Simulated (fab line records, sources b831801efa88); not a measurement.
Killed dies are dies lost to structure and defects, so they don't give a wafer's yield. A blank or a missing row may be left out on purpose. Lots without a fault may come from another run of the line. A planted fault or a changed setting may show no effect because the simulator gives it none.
fab line records | flow sky130
record lots=6 wafers=18 last_day=48
route steps=708 shown POLY_GATE@205 RES_PROTECT@206 LDD_N@237 PAD_OPEN@708
lots that met no fault: from a run of the same line without faults
start_h: hours from the record's first day to the start of the lot's first wafer shown | wait_h: hours since the lot's step before | " the same as in the row above | L1.1+2: a row that stands for several wafers | - no value, or no start given | * or withheld: withheld | < > ~ a bound
route shown NAME@n: a module of which the file shows steps, and the number in the route of the first | usual: mean/standard deviation of fault-free wafers | same: alike in all rows | chamber/n: place in a boat | sites: the reading at each site | _std_site: their standard deviation | _edge_site: outer sites' mean less inner sites' | radius_mm: how far each site lies from the wafer's centre | mask NAME#n: copy n | behind: the tool/chamber that last shaped the wafer | hold: why the lot was held/for how many hours/how that ended | device: the transistor (n, p or np) that didn't switch | end of line: the same wafers' tests at the end of the route | a step without rows: its recipe alone | killed: dies lost to structure and defects at the first sort, not the wafer's yield | map: a wafer's dies, x killed, . not, _ none there
set.NAME: the setting as run; set.NAME@STEP: as run at that earlier step | model.NAME: the simulator's own value behind a step, which no gauge read
lots at some steps of the route; a table a step, a row a wafer
services: from which hour (start_h, from the record's first day; less than 0 if before it) a tool's chamber was out of use, for how many hours, and why
## steps
# step SKY_POLY_GATE_THK_MEAS_01
# recipe reads=poly-Si_of_POLY_GATE_CVD_00
# usual POLY_GATE_CVD_00_THK=179.7/1.8
# columns lot.wafer tool chamber start_h wait_h POLY_GATE_CVD_00_THK[nm]
L682.3 film_metro-01 - 306.18 0.0 178.7
L682.4 " - " " 179.5
L682.5 " - " " 178.5
L685.1 film_metro-01 - 337.21 0.0 179.1
L685.2 " - " " 176.2
L685.6 " - " " 176.3
L688.2 film_metro-04 - 370.60 0.0 181.0
L688.4 " - " " 180.8
L688.6 " - " " 180.9
L692.2 film_metro-01 - 398.96 0.0 183.1
L692.5 " - " " 181.5
L692.6 " - " " 181.2
L695.1 film_metro-04 - 424.27 0.0 178.7
L695.4 " - " " 181.1
L695.6 " - " " 179.6
L697.1 film_metro-01 - 432.16 0.0 177.7
L697.3 " - " " 176.2
L697.4 " - " " 177.0
# step SKY_RES_PROTECT_DEHYDRATE_00
# recipe temp_c=200 time_s=60
# step SKY_RES_PROTECT_HMDS_01
# recipe prime_time_s=60 prime_temp_c=120
# step SKY_RES_PROTECT_COAT_02
# recipe resist=NOVOLAK spin_rpm=3000 resist_thk_nm=1140
# step SKY_RES_PROTECT_SOFTBAKE_03
# recipe temp_c=90 time_s=60 resist=NOVOLAK
# step SKY_RES_PROTECT_EXPOSE_04
# recipe mask_id=RPM na=0.6 source_shape=conventional sigma_outer=0.6 polarization=unpolarized target_cd_nm=1270 dose_mj=131
# step SKY_RES_PROTECT_PEB_05
# recipe temp_c=withheld time_s=* resist=NOVOLAK
# step SKY_RES_PROTECT_DEVELOP_06
# recipe resist=NOVOLAK developer=TMAH develop_time_s=60 dev_temp_c=23
# step SKY_POLY_GATE_IMPLANT_02
# recipe species=P energy_kev=30 dose_cm2=7.7e+15 tilt_deg=0
# step SKY_RES_PROTECT_STRIP_07
# recipe chemistry=O2/N2 power_w=1400 pressure_mtorr=1500 platen_temp_c=withheld o2_flow_sccm=3000 n2_flow_sccm=300 overash_fraction=0.5
# usual drypump_motor_current_A=6.1/0.72 oes_product_au=0.517/0.0047 strip_time_to_endpoint_s=23.32/0.041
# columns lot.wafer tool chamber start_h wait_h drypump_motor_current_A oes_product_au rf_hours_counter_h strip_time_to_endpoint_s
L682.3 plasma_asher-04 0 332.57 0.1 6.4 0.517 - 23.30
L682.4 " 1 " " 4.7 0.516 - 23.38
L682.5 " 1 " " 4.8 0.511 - 23.36
L685.1 plasma_asher-01 0 363.74 0.1 5.9 0.510 67 23.31
L685.2 " 1 " " 6.7 0.520 67 23.27
L685.6 " 0 " " 5.9 0.512 - 23.26
L688.2 plasma_asher-01 0 397.64 0.1 5.9 0.513 70 23.33
L688.4 " 1 " " 6.6 0.517 - 23.33
L688.6 " 0 " " 5.9 0.523 - 23.32
L692.2 plasma_asher-03 0 428.48 0.1 6.5 0.505 73 23.31
L692.5 " 0 " " 6.5 0.518 - 23.35
L692.6 " 1 " " 6.7 0.517 - 23.33
L695.1 plasma_asher-04 0 454.81 0.1 6.4 0.518 33 23.25
L695.4 " 1 " " 4.7 0.513 - 23.26
L695.6 " 0 " " 6.3 0.515 - 23.26
L697.1 plasma_asher-03 1 463.08 0.1 6.7 0.518 77 23.31
L697.3 " 1 " " 6.7 0.517 - 23.35
L697.4 " 0 " " 6.4 0.516 - 23.35
# step SKY_RES_PROTECT_TW_MEAS_08
# usual POLY_GATE_TW=4052/30
# columns lot.wafer tool chamber start_h wait_h POLY_GATE_TW
L682.3 film_metro-04 - 332.66 0.1 4024
L682.4 " - " " 4050
L682.5 " - " " 4020
L685.1 film_metro-04 - 363.84 0.1 4045
L685.2 " - " " 4017
L685.6 " - " " 4025
L688.2 film_metro-02 - 397.75 0.1 4041
L688.4 " - " " 4034
L688.6 " - " " 4026
L692.2 film_metro-04 - 428.59 0.1 4048
L692.5 " - " " 4031
L692.6 " - " " 4044
L695.1 film_metro-04 - 454.91 0.1 4052
L695.4 " - " " 4028
L695.6 " - " " 4003
L697.1 film_metro-04 - 463.21 0.1 4045
L697.3 " - " " 4055
L697.4 " - " " 4015
# step SKY_RES_PROTECT_CLEAN_09
# recipe chemistry=SC1/SC2 mix=1:4:20 temp_c=70 time_s=150 dry=n2_spin
# step SKY_POLY_GATE_CVD_03
# recipe material=Si3N4 precursor=DCS/NH3 target_thk_nm=75 temp_c=770 time_s=1290 pressure_mtorr=250
# usual spike_tc_centre_C=771.1/1.4
# columns lot.wafer tool chamber start_h wait_h spike_tc_centre_C
L682.3 lpcvd-02 0 335.36 2.6 767.8
L682.4 " 0 " " 771.3
L682.5 " 0 " " 771.2
L685.1 lpcvd-02 0 364.87 0.9 772.6
L685.2 " 0 " " 771.1
L685.6 " 0 " " 772.5
L688.2 lpcvd-02 0 397.86 0.0 773.7
L688.4 " 0 " " 774.0
L688.6 " 0 " " 770.5
L692.2 lpcvd-02 1 430.19 1.5 771.1
L692.5 " 1 " " 769.4
L692.6 " 1 " " 770.2
L695.1 lpcvd-02 1 455.02 0.0 771.9
L695.4 " 1 " " 768.8
L695.6 " 1 " " 771.2
L697.1 lpcvd-02 1 463.32 0.0 768.1
L697.3 " 1 " " 769.6
L697.4 " 1 " " 769.2
# step SKY_POLY_GATE_THK_MEAS_04
# recipe reads=Si3N4_of_POLY_GATE_CVD_03
# usual POLY_GATE_CVD_03_THK=75.1/0.73
# columns lot.wafer tool chamber start_h wait_h POLY_GATE_CVD_03_THK[nm]
L682.3 film_metro-04 - 336.74 0.0 76.4
L682.4 " - " " 75.9
L682.5 " - " " 76.1
L685.1 film_metro-04 - 366.23 0.0 75.3
L685.2 " - " " 75.8
L685.6 " - " " 75.5
L688.2 film_metro-04 - 399.22 0.0 75.9
L688.4 " - " " 75.3
L688.6 " - " " 75.4
L692.2 film_metro-01 - 431.56 0.0 75.6
L692.5 " - " " 75.7
L692.6 " - " " 75.2
L695.1 film_metro-03 - 456.38 0.0 73.1
L695.4 " - " " 73.8
L695.6 " - " " 73.3
L697.1 film_metro-01 - 464.68 0.0 74.6
L697.3 " - " " 74.3
L697.4 " - " " 74.6
# step SKY_POLY_GATE_DEHYDRATE_05
# recipe temp_c=200 time_s=60
# step SKY_POLY_GATE_HMDS_06
# recipe prime_time_s=60 prime_temp_c=120
# step SKY_POLY_GATE_COAT_07
# recipe resist=BARC temp_c=withheld time_s=withheld spin_rpm=3000 resist_thk_nm=110
# step SKY_POLY_GATE_COAT_08
# recipe resist=KrF-thick spin_rpm=3000 resist_thk_nm=450
# step SKY_POLY_GATE_SOFTBAKE_09
# recipe temp_c=100 time_s=90 resist=KrF-thick
# step SKY_POLY_GATE_EXPOSE_10
# recipe mask_id=P1M na=0.68 source_shape=conventional sigma_outer=0.6 target_cd_nm=150 dose_mj=28
# step SKY_POLY_GATE_PEB_11
# recipe peb_temp_c=withheld peb_time_s=withheld resist=KrF-thick
# step SKY_POLY_GATE_DEVELOP_12
# recipe develop_time_s=60 resist=KrF-thick dev_temp_c=21
# step SKY_POLY_GATE_CD_MEAS_13
# recipe target_cd_nm=150
# usual cd_nm=150.2/1.4
# columns lot.wafer tool chamber start_h wait_h cd_nm
L682.3 cd_sem-01 - 364.01 - 149.7
L682.4 " - " " 148.9
L682.5 " - " " 150.9
L685.1 cd_sem-02 - 394.69 - 151.1
L685.2 " - " " 151.0
L685.6 " - " " 150.7
L688.2 cd_sem-01 - 429.48 - 149.0
L688.4 " - " " 150.1
L688.6 " - " " 149.6
L692.2 cd_sem-02 - 462.11 - 146.5
L692.5 " - " " 149.5
L692.6 " - " " 148.0
L695.1 cd_sem-02 - 486.71 - 149.3
L695.4 " - " " 149.0
L695.6 " - " " 150.9
L697.1 cd_sem-01 - 495.34 - 150.5
L697.3 " - " " 150.1
L697.4 " - " " 150.9
# step SKY_POLY_GATE_OVL_MEAS_14
# usual POLY_GATE_OVL=1/5.1
# columns lot.wafer tool chamber start_h wait_h POLY_GATE_OVL[nm]
L682.3 overlay-02 - 364.11 0.1 -3
L682.4 " - " " -5
L682.5 " - " " -4
L685.1 overlay-01 - 394.81 0.1 4
L685.2 " - " " 1
L685.6 " - " " 2
L688.2 overlay-02 - 429.59 0.1 -6
L688.4 " - " " -4
L688.6 " - " " -9
L692.2 overlay-02 - 462.22 0.1 -5
L692.5 " - " " -4
L692.6 " - " " -12
L695.1 overlay-02 - 486.83 0.1 10
L695.4 " - " " 13
L695.6 " - " " 12
L697.1 overlay-01 - 495.46 0.1 -3
L697.3 " - " " 1
L697.4 " - " " 1
# step SKY_POLY_GATE_ETCH_15
# recipe chemistry=N2/H2 target=BARC ion_energy_ev=200 source_w=500 bias_w=100 pressure_mtorr=30 n2_flow_sccm=100 h2_flow_sccm=200 stop_on=SiO2 time_s=118.5 target_depth_a=1100
# usual drypump_motor_current_A=5.5/0.41 oes_product_au=0.717/0.0048 throttle_valve_pct=13.213/0.0088
# columns lot.wafer tool chamber start_h wait_h drypump_motor_current_A oes_product_au rf_hours_counter_h throttle_valve_pct
L682.3 rie_diel-01 3 364.13 0.0 5.9 0.713 4 13.223
L682.4 " 2 " " 5.4 0.715 2 13.215
L682.5 " 2 " " 5.4 0.719 - 13.207
L685.1 rie_diel-04 3 394.85 0.0 5.3 0.717 109 13.222
L685.2 " 1 " " 4.9 0.720 2 13.213
L685.6 " 3 " " 5.3 0.713 - 13.213
L688.2 rie_diel-04 2 429.62 0.0 5.2 0.720 11 13.216
L688.4 " 1 " " 4.9 0.720 3 13.225
L688.6 " 2 " " 5.2 0.710 - 13.212
L692.2 rie_diel-03 3 462.25 0.0 5.4 0.714 74 13.211
L692.5 " 3 " " 5.4 0.719 - 13.221
L692.6 " 2 " " 6.0 0.713 - 13.194
L695.1 rie_diel-04 3 486.87 0.0 5.3 0.708 1 13.201
L695.4 " 2 " " 5.1 0.709 12 13.210
L695.6 " 3 " " 5.3 0.713 - 13.209
L697.1 rie_diel-01 1 495.50 0.0 5.7 0.717 6 13.197
L697.3 " 0 " " 6.2 0.720 51 13.214
L697.4 " 2 " " 5.4 0.719 5 13.212
# step SKY_POLY_GATE_ETCH_16
# recipe stop_on=poly-Si chemistry=CH3F/O2 target=Si3N4 source_w=400 bias_w=80 pressure_mtorr=25 ch3f_flow_sccm=40 O2_flow_sccm=30 time_s=147.5 target_depth_a=750
# usual drypump_motor_current_A=5.5/0.41 oes_product_au=0.641/0.0054 throttle_valve_pct=10.535/0.0097
# columns lot.wafer tool chamber start_h wait_h drypump_motor_current_A oes_product_au rf_hours_counter_h throttle_valve_pct
L682.3 rie_diel-01 3 364.21 0.0 5.8 0.649 4 10.536
L682.4 " 2 " " 5.4 0.637 2 10.527
L682.5 " 2 " " 5.4 0.645 - 10.547
L685.1 rie_diel-04 3 394.93 0.0 5.3 0.648 109 10.524
L685.2 " 1 " " 4.9 0.650 2 10.529
L685.6 " 3 " " 5.3 0.643 - 10.551
L688.2 rie_diel-04 2 429.70 0.0 5.1 0.645 11 10.538
L688.4 " 1 " " 4.9 0.633 3 10.514
L688.6 " 2 " " 5.1 0.643 - 10.542
L692.2 rie_diel-03 3 462.33 0.0 5.4 0.641 74 10.520
L692.5 " 3 " " 5.4 0.647 - 10.545
L692.6 " 2 " " 6.0 0.631 - 10.539
L695.1 rie_diel-04 3 486.95 0.0 5.3 0.638 1 10.545
L695.4 " 2 " " 5.2 0.627 12 10.534
L695.6 " 3 " " 5.3 0.632 - 10.534
L697.1 rie_diel-01 1 495.58 0.0 5.7 0.639 6 10.538
L697.3 " 0 " " 6.2 0.635 51 10.515
L697.4 " 2 " " 5.4 0.643 5 10.534
# step SKY_POLY_GATE_ETCH_17
# recipe target_depth_nm=180 stop_on=SiO2 over_etch_frac=0.56667 chemistry=HBr/Cl2 target=poly-Si icp_w=400 bias_w=100 pressure_mtorr=10 HBr_flow_sccm=150 Cl2_flow_sccm=50 time_s=70.5
# usual drypump_motor_current_A=5.7/0.49 oes_product_au=0.986/0.0082 throttle_valve_pct=33.684/0.0078
# columns lot.wafer tool chamber start_h wait_h drypump_motor_current_A oes_product_au rf_hours_counter_h throttle_valve_pct
L682.3 rie_si-01 0 364.31 0.0 6.3 0.977 23 33.696
L682.4 " 1 " " 6.6 0.984 13 33.685
L682.5 " 2 " " 5.1 0.982 - 33.658
L685.1 rie_si-02 0 395.03 0.0 5.6 0.988 1 33.694
L685.2 " 3 " " 5.3 0.976 12 33.684
L685.6 " 3 " " 5.2 0.978 - 33.688
L688.2 rie_si-01 0 429.80 0.0 6.3 0.992 24 33.671
L688.4 " 2 " " 5.1 0.993 42 33.673
L688.6 " 1 " " 6.6 0.980 - 33.685
L692.2 rie_si-02 1 462.43 0.0 5.5 0.987 35 33.694
L692.5 " 1 " " 5.6 0.987 - 33.687
L692.6 " 0 " " 5.7 1.004 - 33.683
L695.1 rie_si-02 2 487.05 0.0 6.0 0.995 53 33.682
L695.4 " 3 " " 5.2 0.979 13 33.682
L695.6 " 3 " " 5.3 0.983 - 33.685
L697.1 rie_si-02 1 495.68 0.0 5.5 0.977 35 33.689
L697.3 " 0 " " 5.7 0.972 2 33.692
L697.4 " 3 " " 5.3 0.975 13 33.695
# step SKY_POLY_GATE_STRIP_18
# recipe chemistry=O2/N2 power_w=1400 pressure_mtorr=1500 platen_temp_c=withheld o2_flow_sccm=3000 n2_flow_sccm=300 overash_fraction=0.5
# usual drypump_motor_current_A=5.4/0.72 oes_product_au=0.361/0.0046 strip_time_to_endpoint_s=3.18/0.04
# columns lot.wafer tool chamber start_h wait_h drypump_motor_current_A oes_product_au rf_hours_counter_h strip_time_to_endpoint_s
L682.3 plasma_asher-02 0 364.40 0.1 4.8 0.359 - 3.19
L682.4 " 1 " " 5.1 0.362 - 3.19
L682.5 " 1 " " 5.0 0.355 - 3.14
L685.1 plasma_asher-04 1 395.08 0.0 4.8 0.362 27 3.19
L685.2 " 0 " " 6.3 0.370 27 3.22
L685.6 " 1 " " 4.8 0.353 - 3.20
L688.2 plasma_asher-02 1 429.85 0.0 5.0 0.367 63 3.17
L688.4 " 0 " " 4.8 0.362 - 3.18
L688.6 " 1 " " 5.0 0.362 - 3.18
L692.2 plasma_asher-02 0 462.48 0.0 4.8 0.354 66 3.13
L692.5 " 1 " " 5.1 0.353 - 3.15
L692.6 " 0 " " 4.8 0.351 - 3.14
L695.1 plasma_asher-01 1 487.10 0.0 6.7 0.360 6 3.11
L695.4 " 1 " " 6.7 0.367 - 3.18
L695.6 " 0 " " 5.9 0.361 - 3.14
L697.1 plasma_asher-02 0 495.73 0.0 4.8 0.364 70 3.28
L697.3 " 0 " " 4.8 0.367 - 3.22
L697.4 " 1 " " 5.0 0.356 - 3.18
# step SKY_POLY_GATE_CLEAN_19
# recipe chemistry=SC1/SC2 mix=1:4:20 temp_c=70 time_s=150 dry=n2_spin
# step SKY_POLY_GATE_OXIDATION_20
# recipe temp_c=850 ambient=O2 stabilise_s=600 purge_s=300 target_thk_a=40 ox_time_s=899
# step SKY_POLY_GATE_THK_MEAS_21
# recipe reads=SiO2_of_POLY_GATE_OXIDATION_20
# usual POLY_GATE_OXIDATION_THK=4.03/0.068
# columns lot.wafer tool chamber start_h wait_h POLY_GATE_OXIDATION_THK[nm]
L682.3 film_metro-04 - 367.36 0.0 4.04
L682.4 " - " " 3.99
L682.5 " - " " 4.00
L685.1 film_metro-04 - 399.00 0.0 3.99
L685.2 " - " " 4.06
L685.6 " - " " 4.03
L688.2 film_metro-03 - 431.62 0.0 3.93
L688.4 " - " " 3.96
L688.6 " - " " 3.97
L692.2 film_metro-03 - 463.90 0.0 4.04
L692.5 " - " " 4.11
L692.6 " - " " 4.06
L695.1 film_metro-01 - 488.50 0.0 4.10
L695.4 " - " " 3.90
L695.6 " - " " 3.85
L697.1 film_metro-03 - 497.13 0.0 4.06
L697.3 " - " " 4.01
L697.4 " - " " 4.10
# step SKY_POLY_GATE_CD_MEAS_22
# usual cd_nm=151.6/2.9
# columns lot.wafer tool chamber start_h wait_h cd_nm
L682.3 cd_sem-02 - 367.46 0.1 148.1
L682.4 " - " " 154.9
L682.5 " - " " 153.3
L685.1 cd_sem-02 - 399.09 0.1 152.9
L685.2 " - " " 151.5
L685.6 " - " " 151.5
L688.2 cd_sem-02 - 431.70 0.1 151.6
L688.4 " - " " 148.1
L688.6 " - " " 151.5
L692.2 cd_sem-01 - 463.98 0.1 147.7
L692.5 " - " " 150.6
L692.6 " - " " 151.9
L695.1 cd_sem-02 - 488.56 0.1 149.7
L695.4 " - " " 151.5
L695.6 " - " " 150.4
L697.1 cd_sem-01 - 497.19 0.1 150.3
L697.3 " - " " 154.6
L697.4 " - " " 156.5
# step SKY_LDD_N_DEHYDRATE_00
# recipe temp_c=200 time_s=60
# step SKY_LDD_N_HMDS_01
# recipe prime_time_s=60 prime_temp_c=120
# step SKY_LDD_N_COAT_02
# recipe resist=NOVOLAK spin_rpm=3000 resist_thk_nm=300
# step SKY_LDD_N_SOFTBAKE_03
# recipe temp_c=90 time_s=60 resist=NOVOLAK
# step SKY_LDD_N_EXPOSE_04
# recipe mask_id=NTM target_cd_nm=840 na=0.6 source_shape=conventional sigma_outer=0.6 dose_mj=110
# step SKY_LDD_N_PEB_05
# recipe temp_c=withheld time_s=* resist=NOVOLAK
# step SKY_LDD_N_DEVELOP_06
# recipe develop_time_s=60 dev_temp_c=23
# step SKY_LDD_N_OVL_MEAS_07
# usual LDD_N_OVL=1.2/1.2
# columns lot.wafer tool chamber start_h wait_h LDD_N_OVL[nm]
L682.3 overlay-02 - 395.59 0.1 0.9
L682.4 " - " " -0.7
L682.5 " - " " 3.4
L685.1 overlay-02 - 429.17 0.1 2.3
L685.2 " - " " 2.1
L685.6 " - " " 2.9
L688.2 overlay-02 - 462.64 0.1 0.1
L688.4 " - " " 0.1
L688.6 " - " " 1.0
L692.2 overlay-01 - 494.38 0.1 1.9
L692.5 " - " " 1.4
L692.6 " - " " 0.4
L695.1 overlay-01 - 519.37 0.1 0.6
L695.4 " - " " 1.2
L695.6 " - " " 1.4
L697.1 overlay-01 - 527.94 0.1 2.4
L697.3 " - " " 1.6
L697.4 " - " " 2.7
# step SKY_LDD_N_IMPLANT_08
# recipe species=As energy_kev=20 dose_cm2=7.5e+13 tilt_deg=withheld rotation_deg=23
# step SKY_LDD_N_IMPLANT_09
# recipe species=As energy_kev=20 dose_cm2=7.5e+13 tilt_deg=withheld rotation_deg=113
# step SKY_PAD_OPEN_PROBE_99
# usual killed_at_M0_to_M3=42/7 killed_at_M4_up=2.8/1.8 killed_at_contacts=24/5.8 killed_at_front_end=15/4.8 killed_at_other=0.3/0.56 killed_dies=84/11 killed_open=46/7.8 killed_short=38/6.3
# same gross_dies=492 killed_at_back_side=0
# columns lot.wafer tool chamber start_h wait_h killed_at_M0_to_M3 killed_at_M4_up killed_at_contacts killed_at_front_end killed_at_other killed_dies killed_open killed_short
L682.3 prober-01 - 1074.45 0.2 51 3 21 17 0 92 53 39
L682.4 prober-01 - 1074.50 0.2 33 0 18 13 1 65 36 29
L682.5 prober-01 - 1074.55 0.2 35 1 30 9 0 75 35 40
L685.1 prober-02 - 1096.35 0.1 44 5 26 7 0 82 49 33
L685.2 prober-02 - 1096.40 0.1 46 3 27 10 0 86 49 37
L685.6 prober-02 - 1096.60 0.2 50 7 22 12 0 91 51 40
L695.1 prober-02 - 1151.26 0.1 34 1 14 63 1 113 35 33
L695.4 prober-02 - 1151.41 0.2 33 1 17 61 0 112 32 34
L695.6 prober-02 - 1151.51 0.2 38 6 30 56 1 131 44 43
L697.1 prober-02 - 1158.73 0.1 32 2 17 60 0 111 33 30
L697.3 prober-02 - 1158.83 0.2 35 2 20 58 0 115 40 32
L697.4 prober-02 - 1158.88 0.2 34 3 24 54 0 115 34 43
# killed by level:class
L682.3 VIA1:geometric_particle:open=14 VIA1:geometric_particle:short=8 METAL2:geometric_particle:short=8 VIA3:geometric_particle:open=7 LI_CONTACT:geometric_particle:open=6 FIELD_ISO:geometric_particle:short=5 LOCAL_INTERCONNECT:geometric_particle:short=5 CONTACT:geometric_particle:open=5
L682.4 VIA1:geometric_particle:open=9 VIA2:geometric_particle:open=6 FIELD_ISO:geometric_particle:short=5 LI_CONTACT:geometric_particle:open=5 CONTACT:geometric_particle:open=5 VIA1:geometric_particle:short=5 LOCAL_INTERCONNECT:geometric_particle:short=4 FIELD_ISO:geometric_particle:open=3
L682.5 LI_CONTACT:geometric_particle:open=9 METAL2:geometric_particle:short=9 CONTACT:geometric_particle:open=8 VIA1:geometric_particle:open=6 FIELD_ISO:geometric_particle:short=4 LI_CONTACT:geometric_particle:short=4 CONTACT:geometric_particle:short=4 VIA1:geometric_particle:short=4
L685.1 CONTACT:geometric_particle:open=13 VIA1:geometric_particle:open=11 VIA3:geometric_particle:open=7 LI_CONTACT:geometric_particle:open=5 METAL2:geometric_particle:short=5 VIA2:geometric_particle:open=5 LOCAL_INTERCONNECT:geometric_particle:short=4 METAL4:geometric_particle:short=4
L685.2 VIA3:geometric_particle:open=10 VIA1:geometric_particle:open=8 LOCAL_INTERCONNECT:geometric_particle:short=8 CONTACT:geometric_particle:open=8 METAL1:geometric_particle:short=7 VIA2:geometric_particle:open=7 CONTACT:geometric_particle:short=5 POLY_GATE:geometric_particle:open=3
L685.6 CONTACT:geometric_particle:open=12 VIA2:geometric_particle:open=11 VIA1:geometric_particle:open=7 VIA3:geometric_particle:open=7 METAL4:geometric_particle:short=7 METAL1:geometric_particle:short=6 LI_CONTACT:geometric_particle:open=5 METAL2:geometric_particle:short=5
L695.1 POLY_GATE:unspecified=43 VIA1:geometric_particle:open=9 LI_CONTACT:geometric_particle:short=6 POLY_GATE:geometric_particle:short=5 VIA3:geometric_particle:open=5 VIA2:geometric_particle:open=5 FIELD_ISO:geometric_particle:short=4 POLY_GATE:geometric_particle:open=4
L695.4 POLY_GATE:unspecified=45 VIA1:geometric_particle:open=9 FIELD_ISO:geometric_particle:short=7 LI_CONTACT:geometric_particle:open=6 VIA1:geometric_particle:short=6 METAL2:geometric_particle:short=5 CONTACT:geometric_particle:short=4 VIA3:geometric_particle:short=4
L695.6 POLY_GATE:unspecified=44 VIA1:geometric_particle:open=16 CONTACT:geometric_particle:open=10 CONTACT:geometric_particle:short=7 METAL2:geometric_particle:short=7 LI_CONTACT:geometric_particle:open=6 LOCAL_INTERCONNECT:geometric_particle:short=5 FIELD_ISO:geometric_particle:short=4
L697.1 POLY_GATE:unspecified=48 VIA1:geometric_particle:open=7 CONTACT:geometric_particle:open=6 VIA1:geometric_particle:short=5 LI_CONTACT:geometric_particle:open=4 FIELD_ISO:geometric_particle:short=4 POLY_GATE:geometric_particle:short=4 VIA2:geometric_particle:open=4
L697.3 POLY_GATE:unspecified=43 VIA1:geometric_particle:open=14 CONTACT:geometric_particle:open=9 METAL2:geometric_particle:short=5 LI_CONTACT:geometric_particle:open=4 FIELD_ISO:geometric_particle:open=3 FIELD_ISO:geometric_particle:short=3 POLY_GATE:geometric_particle:open=3
L697.4 POLY_GATE:unspecified=38 CONTACT:geometric_particle:short=8 VIA1:geometric_particle:open=6 LI_CONTACT:geometric_particle:open=6 VIA3:geometric_particle:open=6 CONTACT:geometric_particle:open=5 VIA1:geometric_particle:short=5 POLY_GATE:geometric_particle:short=4
# map L695.6 (x killed, . not)
__________.x.x..x..x_________
________x....xxx.....x_______
______.......xxx..x....._____
_____...x....x.xxxxxx.x.x____
____x.x....x.xxxxxxxxx.x..___
___.x......x..xxxxxxx......__
__......x.x.xxxxxxxxx..x...._
_......x......xxxxxxx.x......
_....x.x.......xxx..xx.......
_.......xxx......x..x........
_..x.x.x..............x......
_..x...............xx.x..x...
_......x.............x...x...
_............x......x........
_........xx....x........x....
__.xx...x.xx...x.....x.x..x._
___.x.............x....xx..__
____....x..xx...xx......x.___
_____..x.x...x...xx.x....____
______...xx..........x.._____
________....x......xx._______
__________.x...xx.x._________
# map L697.3 (x killed, . not)
__________..x.x.x.x._________
________x............._______
______...x...x....xx...._____
_____x.........xxxx..x.x.____
____..x.x.x..xxxxxxxxx....___
___x........x.xxxxxxxx.....__
__...xx..x.x.xxxxxxxxx..x..._
_.x....x...x..xxxxxx..x.....x
_.x...........x.xxxxxx.......
_.............x....x.........
_..xx..........x...x.........
_.....xx.....................
_......x...........x.........
_x.............x.............
_..............x...........x.
__.x.....x.x.x....x........._
___x.....x.x.........x...x.__
____....x.x.x..x..........___
_____..xx..x.xxx.x......x____
______x..x.......x....x._____
________.......x....x._______
__________...x.....x_________
## services
# columns tool chamber start_h hours kind
rie_diel-01 3 316.35 7.7 repair
rie_diel-03 0 325.07 8.9 repair
rie_diel-03 3 327.20 14.4 repair
lpcvd-02 - 349.00 0.6 repair
rie_si-01 - 354.58 2.8 pm
plasma_asher-01 - 368.29 1.4 repair
rie_diel-04 3 391.36 2.5 repair
rie_diel-04 0 400.11 4.3 repair
rie_diel-04 3 405.81 - clean
rie_diel-04 3 405.81 13.6 scheduled_down
rie_diel-04 3 405.81 13.6 vent_cycle
plasma_asher-01 - 406.05 2.1 repair
rie_si-02 3 408.71 14.3 repair
rie_diel-03 3 412.31 2.5 repair
plasma_asher-01 - 421.25 9.0 pm
rie_diel-03 3 434.26 3.8 repair
plasma_asher-04 - 443.65 4.9 repair
rie_diel-03 1 445.69 9.5 repair
rie_si-01 3 464.91 31.5 repair
rie_si-01 0 474.00 34.1 repair
plasma_asher-04 - 479.68 7.1 repair
rie_diel-03 1 484.24 2.5 repair
rie_diel-04 - 485.44 0.7 repair
rie_diel-04 1 489.31 9.3 repair
## key
first_sign step=SKY_PAD_OPEN_PROBE_99 reading=killed_at_front_end direction=up sigmas=9.1 usual=15 struck=59
effect step=SKY_PAD_OPEN_PROBE_99 reading=killed_dies direction=up sigmas=2.9 usual=84 struck=116
met_at SKY_POLY_GATE_CVD_03
struck_wafers L695.1,L695.4,L695.6,L697.1,L697.3,L697.4
tester_left_out L695,L697
onset_between 430.19 455.02
also_fits time
fault kind=chamber_particle_source tool=lpcvd-02 chamber=1 onset_h=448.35 steps=SKY_POLY_GATE_CVD_03 rate_per_visit_cm2=0.49967 end_h=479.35
# tester_left_out: of these lots the tester's yield and bins aren't shown, on N5 and GAA mostly nor the transistor test; their killed dies are dies lost to structure and defects alone, not to doping, threshold or leakage, so they don't give the yield
